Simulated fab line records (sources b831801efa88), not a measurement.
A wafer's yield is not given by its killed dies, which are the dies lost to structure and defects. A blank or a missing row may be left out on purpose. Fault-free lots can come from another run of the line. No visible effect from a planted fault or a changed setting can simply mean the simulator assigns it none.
Matching of chambers || flow sky130 || SKY_VIA3_CMP_24 on cmp-01: 4 sister chambers
The step polishes, stops on SiO2, t overpolish 20 s, target thk 0 nm. 4 wafers are shown with their chamber, then 8 later ones without.

## EACH WAFER AND ITS CHAMBER
{"wafer": "L557.5", "chamber": 0, "motor-current-A (A)": 11.3}
{"wafer": "L560.1", "chamber": 2, "motor-current-A (A)": 12.1}
{"wafer": "L560.5", "chamber": 3, "motor-current-A (A)": 8.6}
{"wafer": "L563.2", "chamber": 1, "motor-current-A (A)": 13.5}

## WAFERS WITH NO CHAMBER GIVEN
{"wafer": "L563.3", "motor-current-A (A)": 12.8}
{"wafer": "L563.6", "motor-current-A (A)": 11.0}
{"wafer": "L567.1", "motor-current-A (A)": 8.2}
{"wafer": "L567.2", "motor-current-A (A)": 12.5}
{"wafer": "L567.4", "motor-current-A (A)": 11.5}
{"wafer": "L572.2", "motor-current-A (A)": 8.3}
{"wafer": "L572.3", "motor-current-A (A)": 10.9}
{"wafer": "L572.4", "motor-current-A (A)": 13.1}

## EACH ONE'S CHAMBER
{"wafer": "L563.3", "from the rows above": "can't be placed: 1 or 2 or 0", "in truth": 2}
{"wafer": "L563.6", "from the rows above": "can't be placed: 0 or 2", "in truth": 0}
{"wafer": "L567.1", "from the rows above": 3, "in truth": 3}
{"wafer": "L567.2", "from the rows above": "can't be placed: 2 or 1 or 0", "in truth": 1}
{"wafer": "L567.4", "from the rows above": "can't be placed: 0 or 2", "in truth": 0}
{"wafer": "L572.2", "from the rows above": 3, "in truth": 3}
{"wafer": "L572.3", "from the rows above": "can't be placed: 0 or 2", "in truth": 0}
{"wafer": "L572.4", "from the rows above": "can't be placed: 1 or 2", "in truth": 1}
Correct placement for 2 of the 8. Cannot be placed on the basis of these rows: 6; the candidates contain the true chamber in 6. Placed wrongly: 0.
How it was worked out, from the rows above alone: a wafer's distance from a chamber is the root of the sum, over the readings, of the square of ((its reading less the chamber's mean) divided by the reading's scatter). The wafer belongs to the nearest chamber; if the next one is less than 2 further off, it can't be placed. The mean given for a chamber averages the wafers shown for that chamber. The scatter: with one shown wafer a chamber, the root of the mean of the squares of how far each hidden wafer lies from its nearest shown one.
